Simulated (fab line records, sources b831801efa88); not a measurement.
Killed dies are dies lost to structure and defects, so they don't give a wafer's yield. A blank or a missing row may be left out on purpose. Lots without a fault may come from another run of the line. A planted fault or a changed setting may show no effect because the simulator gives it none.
Problem report in the 8D (eight disciplines) form, filled by code | flow gf180mcu | the parts of the form that need people (team, actions taken, sign-off) are left out

1. THE PROBLEM
oes_product_au at GF_CONTACT_ETCH_17 reads a mean of 0.787 a.u. on 3 wafers of 2 lots; wafers without a fault read 0.815 a.u. with a standard deviation of 0.0049. That is -5.6 standard deviations from the usual mean.
The step: etches SiO2 in C4F8/O2/Ar, stops on CoSi2, target depth 860 nm.
The step gives no start for some of these wafers. The record holds 42 wafers of 14 lots with a number at this step. Rule for "out", or "out of limits": more than 4 standard deviations from the usual mean. The other wafers with a number count as sound.

2. WHAT IT IS AND WHAT IT IS NOT
question                    | is                       | is not
which readings at this step | oes_product_au           | -
which lots                  | L484, L485               | L475, L476, L478, L479, L481, L486, L490, L493, L494, L495, L496, L497
which wafers of those lots  | L484.4, L484.5, L485.5   | L484.6, L485.1, L485.6
read on which tools         | rie_diel-01, rie_diel-04 | rie_diel-03

3. SUSPECTS, AND WHAT RULES EACH OUT
Counting: a tool at a process step up to the reading stays a suspect if it ran every lot that is out. Sound lots after the first of them don't rule it out here, since some wafers of a struck lot are sound.
- cmp-01 at GF_CONTACT_CMP_04 (polishes SiO2): kept. It ran every lot that is out, first L484 (day 19 01:11); its last sound lot up to then is L481 (day 17 17:29).
- Within cmp-01 at GF_CONTACT_CMP_04: the wafers that are out ran in chambers 0, 2; their sound lot-mates ran in chambers 1, 3.
Left after counting: cmp-01 at GF_CONTACT_CMP_04.

4. THE CAUSE (what the simulator had put in)
Process parameter drift: cmp-01, from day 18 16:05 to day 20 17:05, at GF_CONTACT_CMP_04. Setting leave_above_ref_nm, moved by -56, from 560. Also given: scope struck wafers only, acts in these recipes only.
Counting left only this tool.

5. THE CHAIN OF EFFECTS, in route order
Each row: a reading whose mean over the struck wafers that have a number lies more than 3 standard deviations from the usual. Only readings for which the record gives a usual standard deviation are gone through. hours: the time from each lot's start at the first step in this table that gives one to its start at this step, as a median over the lots. sigmas: the change in usual standard deviations.
hours | step               | reading        | usual      | on struck wafers | change | sigmas
-     | GF_CONTACT_ETCH_17 | oes_product_au | 0.815 a.u. | 0.787            | -0.028 | -5.6
The process steps in it:
- GF_CONTACT_ETCH_17: etches SiO2 in C4F8/O2/Ar, stops on CoSi2, target depth 860 nm.

6. WHAT WOULD HAVE CAUGHT IT SOONER
Of the tool readings at GF_CONTACT_CMP_04 for which the record gives a usual standard deviation, none was out on any struck wafer, so an alarm limit of 4 standard deviations on them would not have fired.
